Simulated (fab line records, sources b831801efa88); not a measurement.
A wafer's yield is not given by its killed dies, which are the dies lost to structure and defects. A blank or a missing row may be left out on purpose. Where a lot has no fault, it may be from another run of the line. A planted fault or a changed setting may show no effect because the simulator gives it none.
What tool caused it? || flow gf180mcu || 39 wafers from 13 lots sampled at 5 of the route's 602 steps

== WHAT THE GAUGES READ, wafer by wafer ==
GF_STI_CD_MEAS_12 targets a cd of 220 nm. Usual: cd-nm 219.6 nm, standard deviation 1.4.
{"lot": "L505", "measured": "day 2 01:16", "on": "cd-sem-02", "cd-nm (nm)": "218.1 218.0 217.8", "flag": ""}
{"lot": "L506", "measured": "day 2 08:22", "on": "cd-sem-02", "cd-nm (nm)": "222.2 222.1 221.1", "flag": ""}
{"lot": "L508", "measured": "day 2 18:20", "on": "cd-sem-02", "cd-nm (nm)": "218.8 219.6 219.5", "flag": ""}
{"lot": "L509", "measured": "day 2 21:53", "on": "cd-sem-02", "cd-nm (nm)": "233.9 234.6 233.6", "flag": "OFF"}
{"lot": "L517", "measured": "day 4 18:34", "on": "cd-sem-01", "cd-nm (nm)": "218.5 219.4 219.9", "flag": ""}
{"lot": "L518", "measured": "day 4 21:07", "on": "cd-sem-01", "cd-nm (nm)": "222.4 222.9 222.6", "flag": ""}
{"lot": "L519", "measured": "day 5 01:31", "on": "cd-sem-01", "cd-nm (nm)": "220.8 219.9 220.2", "flag": ""}
{"lot": "L520", "measured": "day 5 06:17", "on": "cd-sem-02", "cd-nm (nm)": "217.2 219.5 218.4", "flag": ""}
{"lot": "L524", "measured": "day 6 03:50", "on": "cd-sem-02", "cd-nm (nm)": "217.8 219.3 218.1", "flag": ""}
{"lot": "L525", "measured": "day 6 09:01", "on": "cd-sem-02", "cd-nm (nm)": "221.5 219.6 219.7", "flag": ""}
{"lot": "L526", "measured": "day 6 13:46", "on": "cd-sem-01", "cd-nm (nm)": "219.5 217.1 217.7", "flag": ""}
{"lot": "L527", "measured": "day 6 18:41", "on": "cd-sem-02", "cd-nm (nm)": "217.8 219.4 220.2", "flag": ""}
{"lot": "L528", "measured": "day 6 23:50", "on": "cd-sem-01", "cd-nm (nm)": "220.0 220.4 220.3", "flag": ""}

GF_DNWELL_TW_MEAS_09. Usual: DNWELL_TW gives 1343 (standard deviation 13).
{"lot": "L505", "measured": "day 2 19:23", "on": "film-metro-04", "DNWELL_TW": "1339 1325 1325", "flag": ""}
{"lot": "L506", "measured": "day 3 01:03", "on": "film-metro-01", "DNWELL_TW": "1343 1348 1343", "flag": ""}
{"lot": "L508", "measured": "day 3 12:39", "on": "film-metro-04", "DNWELL_TW": "1335 1330 1335", "flag": ""}
{"lot": "L509", "measured": "day 3 16:02", "on": "film-metro-04", "DNWELL_TW": "1329 1333 1331", "flag": ""}
{"lot": "L517", "measured": "day 5 13:44", "on": "film-metro-04", "DNWELL_TW": "1342 1338 1343", "flag": ""}
{"lot": "L518", "measured": "day 5 17:32", "on": "film-metro-04", "DNWELL_TW": "1324 1315 1327", "flag": ""}
{"lot": "L519", "measured": "day 5 23:41", "on": "film-metro-03", "DNWELL_TW": "1370 1355 1364", "flag": ""}
{"lot": "L520", "measured": "day 6 03:05", "on": "film-metro-04", "DNWELL_TW": "1334 1332 1333", "flag": ""}
{"lot": "L524", "measured": "day 7 00:19", "on": "film-metro-03", "DNWELL_TW": "1353 1364 1361", "flag": ""}
{"lot": "L525", "measured": "day 7 05:45", "on": "film-metro-04", "DNWELL_TW": "1338 1333 1332", "flag": ""}
{"lot": "L526", "measured": "day 7 11:05", "on": "film-metro-04", "DNWELL_TW": "1333 1335 1340", "flag": ""}
{"lot": "L527", "measured": "day 7 14:38", "on": "film-metro-01", "DNWELL_TW": "1335 1332 1328", "flag": ""}
{"lot": "L528", "measured": "day 7 20:49", "on": "film-metro-01", "DNWELL_TW": "1353 1359 1346", "flag": ""}

GF_DUAL_GATE_THK_MEAS_03. Usual: DUAL_GATE_OXIDATION_00_THK gives 10.94 nm (standard deviation 0.15).
{"lot": "L505", "measured": "day 7 20:53", "on": "film-metro-01", "DUAL_GATE_OXIDATION_00_THK (nm)": "11.16 10.99 11.06", "flag": ""}
{"lot": "L506", "measured": "day 8 02:25", "on": "film-metro-02", "DUAL_GATE_OXIDATION_00_THK (nm)": "10.98 11.10 11.05", "flag": ""}
{"lot": "L508", "measured": "day 8 11:47", "on": "film-metro-03", "DUAL_GATE_OXIDATION_00_THK (nm)": "10.86 11.16 10.89", "flag": ""}
{"lot": "L509", "measured": "day 8 16:52", "on": "film-metro-01", "DUAL_GATE_OXIDATION_00_THK (nm)": "10.86 10.85 10.74", "flag": ""}
{"lot": "L517", "measured": "day 11 00:44", "on": "film-metro-02", "DUAL_GATE_OXIDATION_00_THK (nm)": "11.30 11.05 11.09", "flag": ""}
{"lot": "L518", "measured": "day 11 04:30", "on": "film-metro-03", "DUAL_GATE_OXIDATION_00_THK (nm)": "10.91 10.80 10.80", "flag": ""}
{"lot": "L519", "measured": "day 11 12:58", "on": "film-metro-03", "DUAL_GATE_OXIDATION_00_THK (nm)": "10.76 10.81 10.72", "flag": ""}
{"lot": "L520", "measured": "day 11 16:08", "on": "film-metro-03", "DUAL_GATE_OXIDATION_00_THK (nm)": "10.79 10.63 10.85", "flag": ""}
{"lot": "L524", "measured": "day 12 18:59", "on": "film-metro-02", "DUAL_GATE_OXIDATION_00_THK (nm)": "10.87 10.85 10.87", "flag": ""}
{"lot": "L525", "measured": "day 13 01:49", "on": "film-metro-01", "DUAL_GATE_OXIDATION_00_THK (nm)": "10.80 10.76 10.66", "flag": ""}
{"lot": "L526", "measured": "day 13 08:29", "on": "film-metro-02", "DUAL_GATE_OXIDATION_00_THK (nm)": "10.79 10.84 10.92", "flag": ""}
{"lot": "L527", "measured": "day 13 14:11", "on": "film-metro-01", "DUAL_GATE_OXIDATION_00_THK (nm)": "11.11 10.92 11.19", "flag": ""}
{"lot": "L528", "measured": "day 13 19:22", "on": "film-metro-01", "DUAL_GATE_OXIDATION_00_THK (nm)": "10.92 10.73 10.92", "flag": ""}

== TOOL THAT RAN EACH LOT (tool first, then ch and the chambers of the sampled wafers, then the start) ==
{"lot": "L505", "GF_STI_EXPOSE_09": "krf-scanner-02 ch 0, day 1 19:21", "GF_VT_IMPLANT_RTA_45": "rtp-anneal-01 ch 0, day 7 15:14"}
{"lot": "L506", "GF_STI_EXPOSE_09": "krf-scanner-01 ch 0, day 2 02:17", "GF_VT_IMPLANT_RTA_45": "rtp-anneal-01 ch 0, day 7 22:34"}
{"lot": "L508", "GF_STI_EXPOSE_09": "krf-scanner-02 ch 0, day 2 12:46", "GF_VT_IMPLANT_RTA_45": "rtp-anneal-01 ch 0, day 8 09:35"}
{"lot": "L509", "GF_STI_EXPOSE_09": "krf-scanner-01 ch 0, day 2 15:55", "GF_VT_IMPLANT_RTA_45": "rtp-anneal-02 ch 0, day 8 14:39"}
{"lot": "L517", "GF_STI_EXPOSE_09": "krf-scanner-02 ch 0, day 4 11:35", "GF_VT_IMPLANT_RTA_45": "rtp-anneal-01 ch 0, day 10 22:26"}
{"lot": "L518", "GF_STI_EXPOSE_09": "krf-scanner-02 ch 0, day 4 13:47", "GF_VT_IMPLANT_RTA_45": "rtp-anneal-02 ch 0, day 11 02:17"}
{"lot": "L519", "GF_STI_EXPOSE_09": "krf-scanner-02 ch 0, day 4 18:53", "GF_VT_IMPLANT_RTA_45": "rtp-anneal-01 ch 0, day 11 10:38"}
{"lot": "L520", "GF_STI_EXPOSE_09": "krf-scanner-02 ch 0, day 4 23:34", "GF_VT_IMPLANT_RTA_45": "rtp-anneal-02 ch 0, day 11 13:56"}
{"lot": "L524", "GF_STI_EXPOSE_09": "krf-scanner-01 ch 0, day 5 20:24", "GF_VT_IMPLANT_RTA_45": "rtp-anneal-01 ch 0, day 12 16:22"}
{"lot": "L525", "GF_STI_EXPOSE_09": "krf-scanner-01 ch 0, day 6 01:10", "GF_VT_IMPLANT_RTA_45": "rtp-anneal-02 ch 0, day 12 23:35"}
{"lot": "L526", "GF_STI_EXPOSE_09": "krf-scanner-02 ch 0, day 6 06:46", "GF_VT_IMPLANT_RTA_45": "rtp-anneal-02 ch 0, day 13 06:17"}
{"lot": "L527", "GF_STI_EXPOSE_09": "krf-scanner-01 ch 0, day 6 11:55", "GF_VT_IMPLANT_RTA_45": "rtp-anneal-02 ch 0, day 13 11:59"}
{"lot": "L528", "GF_STI_EXPOSE_09": "krf-scanner-01 ch 0, day 6 16:06", "GF_VT_IMPLANT_RTA_45": "rtp-anneal-01 ch 0, day 13 17:10"}
- GF_STI_EXPOSE_09: exposes mask COMP, target cd 220 nm.
- GF_VT_IMPLANT_RTA_45: time 30 s.

== AS READ BY THE TOOLS THEMSELVES (means over the sampled wafers that have a number; for cases with no such wafer, the mark the record gives instead) ==
GF_STI_EXPOSE_09. Usual: focus-offset-nm 0.0 nm, standard deviation 0.5.
{"lot": "L505", "tool": "krf-scanner-02", "focus-offset-nm (nm)": 0.7, "flag": ""}
{"lot": "L506", "tool": "krf-scanner-01", "focus-offset-nm (nm)": 0.3, "flag": ""}
{"lot": "L508", "tool": "krf-scanner-02", "focus-offset-nm (nm)": -0.6, "flag": ""}
{"lot": "L509", "tool": "krf-scanner-01", "focus-offset-nm (nm)": 0.2, "flag": ""}
{"lot": "L517", "tool": "krf-scanner-02", "focus-offset-nm (nm)": 0.1, "flag": ""}
{"lot": "L518", "tool": "krf-scanner-02", "focus-offset-nm (nm)": -0.1, "flag": ""}
{"lot": "L519", "tool": "krf-scanner-02", "focus-offset-nm (nm)": 0.3, "flag": ""}
{"lot": "L520", "tool": "krf-scanner-02", "focus-offset-nm (nm)": -0.3, "flag": ""}
{"lot": "L524", "tool": "krf-scanner-01", "focus-offset-nm (nm)": -0.9, "flag": ""}
{"lot": "L525", "tool": "krf-scanner-01", "focus-offset-nm (nm)": -0.2, "flag": ""}
{"lot": "L526", "tool": "krf-scanner-02", "focus-offset-nm (nm)": 0.2, "flag": ""}
{"lot": "L527", "tool": "krf-scanner-01", "focus-offset-nm (nm)": -0.7, "flag": ""}
{"lot": "L528", "tool": "krf-scanner-01", "focus-offset-nm (nm)": 0.5, "flag": ""}

GF_VT_IMPLANT_RTA_45. Usual: chamber-o2-ppm 2.000, standard deviation 0.02; lamp-power-pct 39.1 %, standard deviation 1.2; wafer_temp_C_max 1055.1, standard deviation 1.5.
{"lot": "L505", "tool": "rtp-anneal-01", "chamber-o2-ppm": 2.010, "lamp-power-pct (%)": 37.9, "wafer_temp_C_max": 1054.7, "flag": ""}
{"lot": "L506", "tool": "rtp-anneal-01", "chamber-o2-ppm": 1.992, "lamp-power-pct (%)": 37.9, "wafer_temp_C_max": 1053.8, "flag": ""}
{"lot": "L508", "tool": "rtp-anneal-01", "chamber-o2-ppm": 2.001, "lamp-power-pct (%)": 37.9, "wafer_temp_C_max": 1054.5, "flag": ""}
{"lot": "L509", "tool": "rtp-anneal-02", "chamber-o2-ppm": 1.999, "lamp-power-pct (%)": 40.3, "wafer_temp_C_max": 1055.4, "flag": ""}
{"lot": "L517", "tool": "rtp-anneal-01", "chamber-o2-ppm": 1.993, "lamp-power-pct (%)": 37.8, "wafer_temp_C_max": 1053.0, "flag": ""}
{"lot": "L518", "tool": "rtp-anneal-02", "chamber-o2-ppm": 2.006, "lamp-power-pct (%)": 40.2, "wafer_temp_C_max": 1055.4, "flag": ""}
{"lot": "L519", "tool": "rtp-anneal-01", "chamber-o2-ppm": 2.002, "lamp-power-pct (%)": 37.9, "wafer_temp_C_max": 1053.4, "flag": ""}
{"lot": "L520", "tool": "rtp-anneal-02", "chamber-o2-ppm": 1.981, "lamp-power-pct (%)": 40.2, "wafer_temp_C_max": 1057.0, "flag": ""}
{"lot": "L524", "tool": "rtp-anneal-01", "chamber-o2-ppm": 2.004, "lamp-power-pct (%)": 37.9, "wafer_temp_C_max": 1053.6, "flag": ""}
{"lot": "L525", "tool": "rtp-anneal-02", "chamber-o2-ppm": 1.987, "lamp-power-pct (%)": 40.3, "wafer_temp_C_max": 1055.7, "flag": ""}
{"lot": "L526", "tool": "rtp-anneal-02", "chamber-o2-ppm": 2.013, "lamp-power-pct (%)": 40.2, "wafer_temp_C_max": 1056.0, "flag": ""}
{"lot": "L527", "tool": "rtp-anneal-02", "chamber-o2-ppm": 1.994, "lamp-power-pct (%)": 40.3, "wafer_temp_C_max": 1055.8, "flag": ""}
{"lot": "L528", "tool": "rtp-anneal-01", "chamber-o2-ppm": 1.992, "lamp-power-pct (%)": 37.9, "wafer_temp_C_max": 1054.7, "flag": ""}

== THE ANSWER, worked out from the rows above alone ==
Rule: lot off if the mean of its wafers having a number is beyond 3 standard deviations from the usual mean. Also off: a lot with no number at a reading for which 4 or more lots have one. Where the step has rows for the other lots, those lots are counted as sound. First the gauges in route order, then the tools' own readings, where a lot's mean is used as printed above. At the first step where some lot is off, the reading lying furthest off is the one used; lots without a number count as furthest.
Off: L509, at GF_STI_CD_MEAS_12 (cd-nm).
A tool fits if, at a process step before that reading, it ran every lot that is off, and no sound lot after the first of them. Gauges at GF_STI_CD_MEAS_12: tried the same way as those tools. None of those tried fits.

== WHAT THE SIMULATOR HAD INSERTED ==
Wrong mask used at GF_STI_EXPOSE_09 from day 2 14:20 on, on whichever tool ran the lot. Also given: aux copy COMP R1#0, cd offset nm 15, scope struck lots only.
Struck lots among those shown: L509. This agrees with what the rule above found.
